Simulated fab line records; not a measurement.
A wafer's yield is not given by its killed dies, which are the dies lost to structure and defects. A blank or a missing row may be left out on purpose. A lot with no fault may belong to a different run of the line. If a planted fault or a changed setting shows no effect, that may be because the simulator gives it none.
Matching of chambers || flow gf180mcu || GF_V2_CVD_02 on pecvd-01: 3 sister chambers
The step deposits SiO2 from TEOS, target thk 850 nm, time 94.851 s. 33 wafers are shown with their chamber, then 12 later ones without.

WAFERS PAIRED WITH THEIR CHAMBERS
{"wafer": "L074.1", "chamber": 2, "heater power w (W)": 675}
{"wafer": "L074.2", "chamber": 0, "heater power w (W)": 777}
{"wafer": "L074.3", "chamber": 1, "heater power w (W)": 680}
{"wafer": "L074.4", "chamber": 1, "heater power w (W)": 548}
{"wafer": "L074.5", "chamber": 2, "heater power w (W)": 550}
{"wafer": "L074.6", "chamber": 0, "heater power w (W)": 835}
{"wafer": "L077.1", "chamber": 0, "heater power w (W)": 758}
{"wafer": "L077.2", "chamber": 1, "heater power w (W)": 635}
{"wafer": "L077.3", "chamber": 2, "heater power w (W)": 601}
{"wafer": "L077.4", "chamber": 0, "heater power w (W)": 817}
{"wafer": "L077.5", "chamber": 2, "heater power w (W)": 644}
{"wafer": "L077.6", "chamber": 1, "heater power w (W)": 694}
{"wafer": "L079.2", "chamber": 0, "heater power w (W)": 813}
{"wafer": "L079.5", "chamber": 0, "heater power w (W)": 831}
{"wafer": "L079.6", "chamber": 2, "heater power w (W)": 543}
{"wafer": "L080.1", "chamber": 2, "heater power w (W)": 672}
{"wafer": "L080.2", "chamber": 1, "heater power w (W)": 686}
{"wafer": "L080.3", "chamber": 0, "heater power w (W)": 808}
{"wafer": "L080.4", "chamber": 0, "heater power w (W)": 861}
{"wafer": "L080.5", "chamber": 2, "heater power w (W)": 527}
{"wafer": "L080.6", "chamber": 1, "heater power w (W)": 554}
{"wafer": "L082.3", "chamber": 0, "heater power w (W)": 677}
{"wafer": "L082.4", "chamber": 2, "heater power w (W)": 690}
{"wafer": "L082.5", "chamber": 1, "heater power w (W)": 702}
{"wafer": "L089.1", "chamber": 1, "heater power w (W)": 690}
{"wafer": "L089.2", "chamber": 2, "heater power w (W)": 684}
{"wafer": "L089.3", "chamber": 0, "heater power w (W)": 806}
{"wafer": "L092.4", "chamber": 2, "heater power w (W)": 543}
{"wafer": "L092.5", "chamber": 1, "heater power w (W)": 560}
{"wafer": "L092.6", "chamber": 0, "heater power w (W)": 835}
{"wafer": "L093.1", "chamber": 1, "heater power w (W)": 673}
{"wafer": "L093.2", "chamber": 0, "heater power w (W)": 699}
{"wafer": "L093.3", "chamber": 2, "heater power w (W)": 552}

SIGNATURES (averages over the wafers above)
{"reading": "heater power w", "chamber 0": 793.08, "chamber 1": 642.20, "chamber 2": 607.36, "scatter within a chamber": 61.9}
Rule: for each reading, subtract the chamber's mean from the wafer's reading, divide by that reading's scatter and square the result; add these up over the readings and take the root, which gives the wafer's distance from the chamber. If the next closest chamber is less than 2 further off than the closest, the wafer can't be placed; otherwise it belongs to the closest. The scatter: take each reading less its chamber's mean, square it, sum over the shown wafers, divide by the number of wafers less the number of chambers, and take the root.

WAFERS WHOSE CHAMBER IS MISSING
{"wafer": "L093.4", "heater power w (W)": 776}
{"wafer": "L093.5", "heater power w (W)": 602}
{"wafer": "L093.6", "heater power w (W)": 678}
{"wafer": "L095.1", "heater power w (W)": 828}
{"wafer": "L095.2", "heater power w (W)": 686}
{"wafer": "L095.3", "heater power w (W)": 682}
{"wafer": "L095.4", "heater power w (W)": 677}
{"wafer": "L095.5", "heater power w (W)": 557}
{"wafer": "L095.6", "heater power w (W)": 534}
{"wafer": "L097.1", "heater power w (W)": 659}
{"wafer": "L097.3", "heater power w (W)": 707}
{"wafer": "L097.6", "heater power w (W)": 760}

WHICH CHAMBER EACH WENT THROUGH
{"wafer": "L093.4", "from the rows above": "can't be placed: 0 or 1", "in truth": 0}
{"wafer": "L093.5", "from the rows above": "can't be placed: 2 or 1", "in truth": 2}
{"wafer": "L093.6", "from the rows above": "can't be placed: 1 or 2 or 0", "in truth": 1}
{"wafer": "L095.1", "from the rows above": 0, "in truth": 0}
{"wafer": "L095.2", "from the rows above": "can't be placed: 1 or 2 or 0", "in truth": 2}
{"wafer": "L095.3", "from the rows above": "can't be placed: 1 or 2 or 0", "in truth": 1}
{"wafer": "L095.4", "from the rows above": "can't be placed: 1 or 2 or 0", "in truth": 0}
{"wafer": "L095.5", "from the rows above": "can't be placed: 2 or 1", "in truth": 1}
{"wafer": "L095.6", "from the rows above": "can't be placed: 2 or 1", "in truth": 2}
{"wafer": "L097.1", "from the rows above": "can't be placed: 1 or 2 or 0", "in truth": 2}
{"wafer": "L097.3", "from the rows above": "can't be placed: 1 or 0 or 2", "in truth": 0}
{"wafer": "L097.6", "from the rows above": "can't be placed: 0 or 1 or 2", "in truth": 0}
1 of 12 placed correctly. Can't be placed from these rows: 11 (the true chamber is among the candidates in 11). Wrongly placed: 0.
